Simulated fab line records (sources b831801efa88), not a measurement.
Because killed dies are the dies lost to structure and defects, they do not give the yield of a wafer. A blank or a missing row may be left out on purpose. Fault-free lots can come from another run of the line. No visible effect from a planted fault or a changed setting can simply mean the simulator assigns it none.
fab line records | flow gf180mcu | part 1 of 2: steps 1 to 27 of 37
[record] lots = 5 wafers = 15 last-day = 34
route steps=602 shown SAB@268 SALICIDE@278 CONTACT@287
lots that met no fault: from a run of the same line without faults
start-h: hours from the record's opening day to when the first of the lot's shown wafers began | wait-h: hours from the lot's prior step to this one | " same as the row above | L1.1+2: a row that stands for several wafers | - no value, or no start was given | * or withheld: withheld | < > ~ a bound
route shown NAME@n: NAME is a module with steps in the file, n the number in the route of the first one | usual: mean/standard deviation taken from wafers without a fault | same: alike in all rows | chamber/n: place in a boat | sites: the reading at each site | _std_site: the values' standard deviation | _edge_site: outer sites' mean less inner sites' | radius-mm: for every site, how far away it sits from the centre of the wafer | mask NAME#n: copy n | behind: tool/chamber where the wafer was last shaped | hold: reason for holding the lot/hours on hold/outcome of the hold | device: names the non-switching transistor (n, p or np) | end of line: at the end of the route, the tests of the same wafers | step lacking rows: just its recipe | killed: not the wafer's yield, but the dies lost to structure and defects at the first sort | map: dies across one wafer; x = killed, . = not, _ = none there
set.NAME: the setting the step ran with; set.NAME@STEP: the setting that earlier step ran with | model.NAME: the simulator's own value behind a step, which no gauge read
lots at selected steps of the route; one table per step, one row per wafer
services: the hour from which a tool's chamber was out of use, counted from the record's first day as start-h (under 0 if before that day), plus the number of hours and why
[[steps]]
[step GF_SAB_COAT_04]
[recipe] resist = NOVOLAK spin-rpm = 3000 resist-thk-nm = 1000
[usual] resist-line-temp-C = 22.97/0.11 spin-speed-rpm = 2999.9/1.8
// columns lot.wafer tool chamber start-h wait-h resist-line-temp-C spin-speed-rpm
L075.4 litho-track-01 0 345.57 0.1 22.94 2999.9
L075.5 " 0 " " 22.87 3002.0
L075.6 " 0 " " 22.92 2999.1
L081.1 litho-track-01 0 400.89 0.1 23.07 3002.0
L081.5 " 0 " " 23.06 3000.0
L081.6 " 0 " " 22.90 2998.9
L090.1 litho-track-03 0 476.83 0.1 22.88 3000.3
L090.3 " 0 " " 22.97 2999.5
L090.5 " 0 " " 22.92 3002.1
L093.1 litho-track-03 0 498.33 0.1 22.95 3001.1
L093.4 " 0 " " 23.02 3000.1
L093.6 " 0 " " 22.99 2997.9
L096.2 litho-track-03 0 524.75 0.1 23.16 2999.2
L096.3 " 0 " " 22.90 2999.3
L096.4 " 0 " " 22.99 2998.1
[step GF_SAB_SOFTBAKE_05]
[recipe] temp-c = 90 time-s = 60 resist = NOVOLAK
[usual] resist-line-temp-C = 23.01/0.1
// columns lot.wafer tool chamber start-h wait-h resist-line-temp-C
L075.4 litho-track-01 0 345.72 0.1 22.87
L075.5 " 0 " " 22.97
L075.6 " 0 " " 23.08
L081.1 litho-track-01 0 401.04 0.1 23.19
L081.5 " 0 " " 23.04
L081.6 " 0 " " 23.02
L090.1 litho-track-03 0 476.98 0.1 23.13
L090.3 " 0 " " 22.89
L090.5 " 0 " " 23.02
L093.1 litho-track-03 0 498.48 0.1 23.00
L093.4 " 0 " " 23.10
L093.6 " 0 " " 23.12
L096.2 litho-track-03 0 524.90 0.1 23.12
L096.3 " 0 " " 22.96
L096.4 " 0 " " 23.06
[step GF_SAB_EXPOSE_06]
[recipe] mask-id = SAB target-cd-nm = 420 na = 0.6 source-shape = conventional sigma-outer = 0.6 dose-mj = 140
// columns lot.wafer tool chamber start-h wait-h mask
L075.4+5+6 iline-stepper-02 0 - - SAB#0
L081.1+5+6 iline-stepper-02 0 - - SAB#0
L090.1+3+5 iline-stepper-02 0 - - SAB#0
L093.1+4+6 iline-stepper-01 0 - - SAB#0
L096.2+3+4 iline-stepper-01 0 - - SAB#0
[step GF_SAB_PEB_07]
[recipe] temp-c = withheld time-s = * resist = NOVOLAK
[usual] resist-line-temp-C = *
// columns lot.wafer tool chamber start-h wait-h resist-line-temp-C
L075.4 litho-track-02 0 - - *
L075.5 " 0 " " *
L075.6 " 0 " " *
L081.1 litho-track-02 0 - - *
L081.5 " 0 " " *
L081.6 " 0 " " *
L090.1 litho-track-02 0 - - *
L090.3 " 0 " " *
L090.5 " 0 " " *
L093.1 litho-track-03 0 - - *
L093.4 " 0 " " *
L093.6 " 0 " " *
L096.2 litho-track-02 0 - - *
L096.3 " 0 " " *
L096.4 " 0 " " *
[step GF_SAB_DEVELOP_08]
[recipe] develop-time-s = 60 dev-temp-c = 23
[usual] resist-line-temp-C = 23.00/0.092
// columns lot.wafer tool chamber start-h wait-h resist-line-temp-C
L075.4 litho-track-02 0 356.61 0.1 22.98
L075.5 " 0 " " 23.01
L075.6 " 0 " " 22.95
L081.1 litho-track-02 0 412.04 0.1 22.85
L081.5 " 0 " " 22.84
L081.6 " 0 " " 22.81
L090.1 litho-track-02 0 489.04 0.1 22.84
L090.3 " 0 " " 23.01
L090.5 " 0 " " 22.89
L093.1 litho-track-03 0 510.03 0.1 23.04
L093.4 " 0 " " 23.06
L093.6 " 0 " " 23.17
L096.2 litho-track-02 0 536.06 0.1 22.88
L096.3 " 0 " " 23.05
L096.4 " 0 " " 23.07
[step GF_SAB_CD_MEAS_09]
[recipe] target-cd-nm = 420
[usual] cd-nm = 420.8/2.1
// columns lot.wafer tool chamber start-h wait-h cd-nm
L075.4 cd-sem-02 - 356.75 0.1 419.2
L075.5 " - " " 423.8
L075.6 " - " " 421.7
L081.1 cd-sem-01 - 412.19 0.1 420.9
L081.5 " - " " 419.6
L081.6 " - " " 423.5
L090.1 cd-sem-02 - 489.19 0.1 422.3
L090.3 " - " " 419.7
L090.5 " - " " 422.5
L093.1 cd-sem-01 - 510.18 0.1 420.7
L093.4 " - " " 422.9
L093.6 " - " " 423.6
L096.2 cd-sem-01 - 536.21 0.1 420.6
L096.3 " - " " 421.1
L096.4 " - " " 420.7
[step GF_SAB_OVL_MEAS_10]
[usual] SAB_OVL = 0.0/2.1
// columns lot.wafer tool chamber start-h wait-h SAB_OVL[nm]
L075.4 overlay-01 - 356.83 0.1 1.5
L075.5 " - " " 0.7
L075.6 " - " " 1.0
L081.1 overlay-01 - 412.31 0.1 3.1
L081.5 " - " " 2.9
L081.6 " - " " 3.0
L090.1 overlay-02 - 489.31 0.1 -0.1
L090.3 " - " " -0.8
L090.5 " - " " 0.5
L093.1 overlay-01 - 510.30 0.1 -2.9
L093.4 " - " " -2.2
L093.6 " - " " -3.2
L096.2 overlay-01 - 536.31 0.1 -1.7
L096.3 " - " " -1.7
L096.4 " - " " -1.9
[step GF_SAB_ETCH_11]
[recipe] chemistry = C4F8/O2/Ar mask-material = NOVOLAK target = SiO2 target-depth-nm = 55 source-w = 1500 bias-w = 1200 pressure-mtorr = 40 c4f8-flow-sccm = withheld O2_flow_sccm = 6 Ar_flow_sccm = 300 time-s = 8.5
[usual] oes-product-au = 1.002/0.0073
// columns lot.wafer tool chamber start-h wait-h oes-product-au rf-hours-counter-h
L075.4 rie-diel-02 3 356.84 0.0 0.997 1
L075.5 " 0 " " 0.998 -
L075.6 " 3 " " 0.996 -
L081.1 rie-diel-01 2 412.34 0.0 1.009 82
L081.5 " 0 " " 1.008 -
L081.6 " 3 " " 1.014 -
L090.1 rie-diel-04 2 489.34 0.0 0.996 7
L090.3 " 1 " " 0.989 21
L090.5 " 2 " " 1.006 -
L093.1 rie-diel-02 3 510.33 0.0 1.005 5
L093.4 " 1 " " 1.008 4
L093.6 " 2 " " 0.998 -
L096.2 rie-diel-01 0 536.34 0.0 1.018 16
L096.3 " 3 " " 1.007 24
L096.4 " 1 " " 1.005 14
[step GF_SAB_WET_ETCH_12]
[recipe] chemistry = dHF target-depth-nm = 22 dry = n2-spin target = SiO2 temp-c = 25 dilution = 100:1 time-s = 440
// columns lot.wafer tool chamber start-h wait-h
L075.4+5+6 wet-bench-03 3 356.87 0.0
L081.1+5+6 wet-bench-03 0 412.37 0.0
L090.1+3+5 wet-bench-04 0 489.36 0.0
L093.1+4+6 wet-bench-01 2 510.36 0.0
L096.2+3+4 wet-bench-04 0 536.36 0.0
[step GF_SAB_STRIP_13]
[recipe] chemistry = O2/N2 power-w = 1400 pressure-mtorr = 1500 platen-temp-c = 250 o2-flow-sccm = 3000 n2-flow-sccm = 300 overash-fraction = 0.5
[usual] drypump-motor-current-A = 5.7/0.49 heater-power-w = 339/59 oes-product-au = 0.709/0.0044 strip-time-to-endpoint-s = 12.60/0.032
// columns lot.wafer tool chamber start-h wait-h drypump-motor-current-A heater-power-w oes-product-au rf-hours-counter-h strip-time-to-endpoint-s
L075.4 plasma-asher-02 1 357.03 0.0 6.7 398 0.707 - 12.51
L075.5 " 0 " " 6.0 346 0.704 - 12.53
L075.6 " 1 " " 6.6 394 0.716 - 12.50
L081.1 plasma-asher-01 0 412.51 0.0 4.9 287 0.711 28 12.57
L081.5 " 1 " " 5.8 414 0.714 - 12.58
L081.6 " 0 " " 4.9 282 0.707 - 12.56
L090.1 plasma-asher-04 0 489.52 0.0 5.6 347 0.704 74 12.62
L090.3 " 1 " " 6.1 267 0.711 - 12.53
L090.5 " 1 " " 6.1 268 0.711 - 12.59
L093.1 plasma-asher-01 0 510.49 0.0 4.9 282 0.715 38 12.64
L093.4 " 0 " " 4.9 288 0.712 - 12.65
L093.6 " 0 " " 4.9 289 0.703 - 12.64
L096.2 plasma-asher-04 1 536.62 0.0 6.1 270 0.713 78 12.62
L096.3 " 1 " " 6.1 266 0.709 - 12.59
L096.4 " 0 " " 5.5 341 0.715 - 12.62
[step GF_SALICIDE_CLEAN_00]
[recipe] chemistry = SC1/SC2 mix = 1:4:20 temp-c = 70 time-s = 150
// columns lot.wafer tool chamber start-h wait-h
L075.4+5+6 wet-bench-02 3 357.10 0.0
L081.1+5+6 wet-bench-02 1 412.61 0.1
L090.1+3+5 wet-bench-02 0 489.62 0.1
L093.1+4+6 wet-bench-03 0 510.59 0.1
L096.2+3+4 wet-bench-03 2 536.72 0.1
[step GF_SALICIDE_WET_ETCH_01]
[recipe] chemistry = dHF target-depth-nm = 5 dry = ipa-marangoni target = SiO2 temp-c = 25 dilution = 100:1 time-s = 100
// columns lot.wafer tool chamber start-h wait-h
L075.4+5+6 wet-bench-04 2 357.15 0.0
L081.1+5+6 wet-bench-04 3 412.66 0.0
L090.1+3+5 wet-bench-03 1 489.67 0.0
L093.1+4+6 wet-bench-02 1 510.64 0.0
L096.2+3+4 wet-bench-02 1 536.77 0.0
[step GF_SALICIDE_SPUTTER_02]
[recipe] material = Co target-thk-nm = 10 power-w = 1000 time-s = 20 chamber-pressure-pa = 0.4
[usual] throttle-valve-pct = 30.5/0.9
// columns lot.wafer tool chamber start-h wait-h throttle-valve-pct
L075.4 pvd-sputter-02 - 357.19 0.0 29.9
L075.5 " - " " 30.2
L075.6 " - " " 29.7
L081.1 pvd-sputter-03 - 412.70 0.0 32.3
L081.5 " - " " 30.0
L081.6 " - " " 31.0
L090.1 pvd-sputter-01 - 489.71 0.0 30.8
L090.3 " - " " 30.9
L090.5 " - " " 30.9
L093.1 pvd-sputter-03 - 510.68 0.0 31.0
L093.4 " - " " 31.2
L093.6 " - " " 31.3
L096.2 pvd-sputter-01 - 536.81 0.0 31.0
L096.3 " - " " 29.7
L096.4 " - " " 30.9
[step GF_SALICIDE_SPUTTER_03]
[recipe] material = TiN target-thk-nm = 20 power-w = 6500 time-s = 16.7 chamber-pressure-pa = 0.4
[usual] throttle-valve-pct = 30.5/0.89
// columns lot.wafer tool chamber start-h wait-h throttle-valve-pct
L075.4 pvd-sputter-02 - 357.21 0.0 29.8
L075.5 " - " " 30.2
L075.6 " - " " 29.9
L081.1 pvd-sputter-03 - 412.73 0.0 31.9
L081.5 " - " " 29.9
L081.6 " - " " 30.7
L090.1 pvd-sputter-01 - 489.73 0.0 30.5
L090.3 " - " " 31.0
L090.5 " - " " 31.3
L093.1 pvd-sputter-03 - 510.71 0.0 30.9
L093.4 " - " " 30.9
L093.6 " - " " 31.5
L096.2 pvd-sputter-01 - 536.84 0.0 31.2
L096.3 " - " " 29.8
L096.4 " - " " 30.5
[step GF_SALICIDE_RS_MEAS_04]
[recipe] thk-meas-gauge = four-point-probe reads = TiN_of_SALICIDE_SPUTTER_03+Co_of_SALICIDE_SPUTTER_02
[usual] SALICIDE_TIN_RS = 16.35/0.28
// columns lot.wafer tool chamber start-h wait-h SALICIDE_TIN_RS[ohm/sq]
L075.4 film-metro-02 - 357.30 0.1 16.04
L075.5 " - " " 16.64
L075.6 " - " " 16.09
L081.1 film-metro-02 - 412.75 0.0 17.01
L081.5 " - " " 16.38
L081.6 " - " " 16.60
L090.1 film-metro-01 - 489.76 0.0 16.52
L090.3 " - " " 16.55
L090.5 " - " " 15.95
L093.1 film-metro-02 - 510.73 0.0 16.68
L093.4 " - " " 16.60
L093.6 " - " " 16.51
L096.2 film-metro-02 - 536.88 0.0 16.42
L096.3 " - " " 16.21
L096.4 " - " " 16.18
[step GF_SALICIDE_THK_MEAS_05]
[recipe] thk-meas-gauge = xrf reads = TiN_of_SALICIDE_SPUTTER_03
[usual] SALICIDE_TIN_THK = 19.83/0.22
// columns lot.wafer tool chamber start-h wait-h SALICIDE_TIN_THK[nm]
L075.4 film-metro-02 - 357.39 0.1 19.74
L075.5 " - " " 19.57
L075.6 " - " " 19.65
L081.1 film-metro-02 - 412.87 0.1 19.65
L081.5 " - " " 20.13
L081.6 " - " " 20.23
L090.1 film-metro-01 - 489.88 0.1 19.86
L090.3 " - " " 19.89
L090.5 " - " " 19.98
L093.1 film-metro-02 - 510.85 0.1 19.95
L093.4 " - " " 19.92
L093.6 " - " " 19.72
L096.2 film-metro-02 - 536.99 0.1 20.05
L096.3 " - " " 19.77
L096.4 " - " " 20.08
[step GF_SALICIDE_RTA_06]
[recipe] temp-c = 530 time-s = 30 ambient = N2
[usual] lamp-power-pct = 6.2/0.32 wafer_temp_C_max = 531.6/0.52
// columns lot.wafer tool chamber start-h wait-h lamp-power-pct wafer_temp_C_max
L075.4 rtp-anneal-01 0 357.47 0.1 6.5 531.6
L075.5 " 0 " " 6.5 532.3
L075.6 " 0 " " 6.5 531.5
L081.1 rtp-anneal-01 0 412.93 0.1 6.5 531.5
L081.5 " 0 " " 6.5 531.9
L081.6 " 0 " " 6.5 531.7
L090.1 rtp-anneal-02 0 489.94 0.1 5.9 530.9
L090.3 " 0 " " 5.9 531.1
L090.5 " 0 " " 5.9 532.3
L093.1 rtp-anneal-01 0 510.91 0.1 6.5 532.3
L093.4 " 0 " " 6.5 532.4
L093.6 " 0 " " 6.5 532.3
L096.2 rtp-anneal-02 0 537.06 0.1 5.9 531.3
L096.3 " 0 " " 5.9 531.5
L096.4 " 0 " " 5.9 531.5
[step GF_SALICIDE_WET_ETCH_07]
[recipe] chemistry = SPM target-depth-nm = 120 dry = n2-spin
// columns lot.wafer tool chamber start-h wait-h
L075.4+5+6 wet-bench-03 2 357.52 0.0
L081.1+5+6 wet-bench-02 0 413.03 0.1
L090.1+3+5 wet-bench-04 1 490.04 0.1
L093.1+4+6 wet-bench-02 1 511.01 0.1
L096.2+3+4 wet-bench-03 0 537.14 0.1
[step GF_SALICIDE_RTA_08]
[recipe] temp-c = 800 time-s = 30 ambient = N2
[usual] lamp-power-pct = 17.4/0.86 wafer_temp_C_max = 802.7/0.68
// columns lot.wafer tool chamber start-h wait-h lamp-power-pct wafer_temp_C_max
L075.4 rtp-anneal-02 0 357.66 0.1 16.3 801.8
L075.5 " 0 " " 16.3 803.3
L075.6 " 0 " " 16.3 802.0
L081.1 rtp-anneal-02 0 413.13 0.0 16.3 802.3
L081.5 " 0 " " 16.3 802.3
L081.6 " 0 " " 16.3 802.6
L090.1 rtp-anneal-01 0 490.14 0.0 18.1 803.8
L090.3 " 0 " " 18.1 804.4
L090.5 " 0 " " 18.1 803.7
L093.1 rtp-anneal-02 0 511.11 0.0 16.3 802.5
L093.4 " 0 " " 16.3 801.2
L093.6 " 0 " " 16.3 802.4
L096.2 rtp-anneal-01 0 537.25 0.0 18.1 803.1
L096.3 " 0 " " 18.1 802.5
L096.4 " 0 " " 18.1 803.7
[step GF_CONTACT_CVD_00]
[recipe] material = SiO2 target-thk-nm = 300 sigma-open-frac = 0.3 temp-c = 400 time-s = 50 sih4-flow-sccm = 60 pressure-mtorr = 6
[usual] sih4-flow-sccm = 60.02/0.17
// columns lot.wafer tool chamber start-h wait-h sih4-flow-sccm
L075.4 hdpcvd-01 0 357.73 0.1 60.05
L075.5 " 2 " " 59.97
L075.6 " 1 " " 60.18
L081.1 hdpcvd-02 0 413.23 0.1 59.78
L081.5 " 1 " " 59.92
L081.6 " 2 " " 60.24
L090.1 hdpcvd-02 2 490.24 0.1 60.15
L090.3 " 0 " " 59.73
L090.5 " 2 " " 59.77
L093.1 hdpcvd-02 1 511.21 0.1 60.11
L093.4 " 0 " " 59.90
L093.6 " 1 " " 60.32
L096.2 hdpcvd-02 0 537.34 0.1 60.18
L096.3 " 1 " " 60.23
L096.4 " 2 " " 59.91
[step GF_CONTACT_THK_MEAS_01]
[recipe] reads = SiO2_of_CONTACT_CVD_00
[usual] CONTACT_CVD_00_THK = 299.1/2.5
// columns lot.wafer tool chamber start-h wait-h CONTACT_CVD_00_THK[nm]
L075.4 film-metro-03 - 357.79 0.0 296.9
L075.5 " - " " 299.4
L075.6 " - " " 293.0
L081.1 film-metro-02 - 413.27 0.0 301.6
L081.5 " - " " 298.2
L081.6 " - " " 302.3
L090.1 film-metro-01 - 490.28 0.0 300.4
L090.3 " - " " 299.1
L090.5 " - " " 297.3
L093.1 film-metro-03 - 511.26 0.0 299.7
L093.4 " - " " 296.9
L093.6 " - " " 297.8
L096.2 film-metro-03 - 537.39 0.0 303.3
L096.3 " - " " 304.8
L096.4 " - " " 304.0
[step GF_CONTACT_CVD_02]
[recipe] material = SiO2 target-thk-nm = 860 precursor = TEOS temp-c = 400 time-s = 95.992 rf-w = 600
[usual] heater-power-w = 661/71
// columns lot.wafer tool chamber start-h wait-h heater-power-w since-wet-clean-h
L075.4 pecvd-03 2 357.85 0.1 712 -
L075.5 " 0 " " 683 -
L075.6 " 1 " " 612 -
L081.1 pecvd-04 2 413.33 0.1 597 239
L081.5 " 1 " " 644 -
L081.6 " 0 " " 573 -
L090.1 pecvd-01 0 490.34 0.1 670 732
L090.3 " 1 " " 728 732
L090.5 " 2 " " 553 -
L093.1 pecvd-04 2 511.32 0.1 664 337
L093.4 " 0 " " 687 -
L093.6 " 2 " " 717 -
L096.2 pecvd-04 2 537.44 0.0 689 363
L096.3 " 0 " " 695 363
L096.4 " 0 " " 548 -
[step GF_CONTACT_THK_MEAS_03]
[recipe] reads = SiO2_of_CONTACT_CVD_02
[usual] CONTACT_CVD_02_THK = 859/9.8
// columns lot.wafer tool chamber start-h wait-h CONTACT_CVD_02_THK[nm]
L075.4 film-metro-01 - 357.92 0.0 870
L075.5 " - " " 855
L075.6 " - " " 873
L081.1 film-metro-03 - 413.40 0.0 846
L081.5 " - " " 855
L081.6 " - " " 857
L090.1 film-metro-02 - 490.41 0.0 853
L090.3 " - " " 844
L090.5 " - " " 868
L093.1 film-metro-01 - 511.39 0.0 858
L093.4 " - " " 864
L093.6 " - " " 864
L096.2 film-metro-01 - 537.52 0.0 861
L096.3 " - " " 857
L096.4 " - " " 868
[step GF_CONTACT_CMP_04]
[recipe] material = SiO2 down-force-psi = 4 platen-rpm = 60 pad-velocity-m-s = 0.94248
[usual] head-pressure-psi = 3.999/0.0084 motor-current-A = 12.5/1.3 time-to-endpoint-s = 113/5.4
// columns lot.wafer tool chamber start-h wait-h head-pressure-psi motor-current-A time-to-endpoint-s
L075.4 cmp-01 3 358.10 0.2 4.014 11.6 117
L075.6 " 0 " " 4.009 13.0 115
L075.5 " 1 " " 4.008 10.8 109
L081.1 cmp-02 3 413.65 0.2 4.004 14.1 110
L081.5 " 1 " " 3.992 10.8 111
L081.6 " 2 " " 4.000 12.8 109
L090.1 cmp-01 0 490.52 0.1 3.985 12.8 104
L090.3 " 1 " " 3.997 10.7 105
L090.5 " 3 " " 4.014 11.5 113
L093.4 cmp-01 1 511.50 0.1 4.012 11.1 115
L093.1 " 2 " " 3.993 11.1 112
L093.6 " 1 " " 4.001 10.9 116
L096.2 cmp-01 0 537.57 0.0 3.998 12.8 108
L096.3 " 1 " " 4.002 10.9 115
L096.4 " 2 " " 4.006 11.5 119
[step GF_CONTACT_BOW_MEAS_05]
[recipe] mode = bow
[usual] CONTACT_BOW = 66/7.2
// columns lot.wafer tool chamber start-h wait-h CONTACT_BOW[um]
L075.4 film-metro-01 - 358.31 0.2 73
L075.5 " - " " 70
L075.6 " - " " 59
L081.1 film-metro-01 - 413.85 0.1 58
L081.5 " - " " 72
L081.6 " - " " 63
L090.1 film-metro-01 - 490.77 0.2 59
L090.3 " - " " 60
L090.5 " - " " 60
L093.1 film-metro-03 - 511.75 0.1 63
L093.4 " - " " 57
L093.6 " - " " 57
L096.2 film-metro-01 - 537.89 0.3 78
L096.3 " - " " 68
L096.4 " - " " 73
[step GF_CONTACT_DEHYDRATE_06]
[recipe] temp-c = 200 time-s = 60
[usual] resist-line-temp-C = 23.00/0.1
// columns lot.wafer tool chamber start-h wait-h resist-line-temp-C
L075.4 litho-track-01 0 368.97 10.6 22.96
L075.5 " 0 " " 23.05
L075.6 " 0 " " 23.10
L081.1 litho-track-01 0 425.89 12.0 23.02
L081.5 " 0 " " 22.98
L081.6 " 0 " " 23.12
L090.1 litho-track-01 0 502.64 11.8 23.06
L090.3 " 0 " " 23.05
L090.5 " 0 " " 22.92
L093.1 litho-track-04 0 522.94 11.2 23.21
L093.4 " 0 " " 23.14
L093.6 " 0 " " 23.03
L096.2 litho-track-03 0 548.95 11.0 22.95
L096.3 " 0 " " 22.95
L096.4 " 0 " " 23.01
[step GF_CONTACT_HMDS_07]
[recipe] prime-time-s = 60 prime-temp-c = 120
[usual] resist-line-temp-C = 23.02/0.11
// columns lot.wafer tool chamber start-h wait-h resist-line-temp-C
L075.4 litho-track-01 0 369.12 0.1 23.11
L075.5 " 0 " " 23.16
L075.6 " 0 " " 23.04
L081.1 litho-track-01 0 426.04 0.1 23.03
L081.5 " 0 " " 23.22
L081.6 " 0 " " 23.11
L090.1 litho-track-01 0 502.79 0.1 23.09
L090.3 " 0 " " 22.98
L090.5 " 0 " " 23.15
L093.1 litho-track-04 0 523.09 0.1 23.11
L093.4 " 0 " " 23.04
L093.6 " 0 " " 23.05
L096.2 litho-track-03 0 549.10 0.1 22.88
L096.3 " 0 " " 22.89
L096.4 " 0 " " 22.88
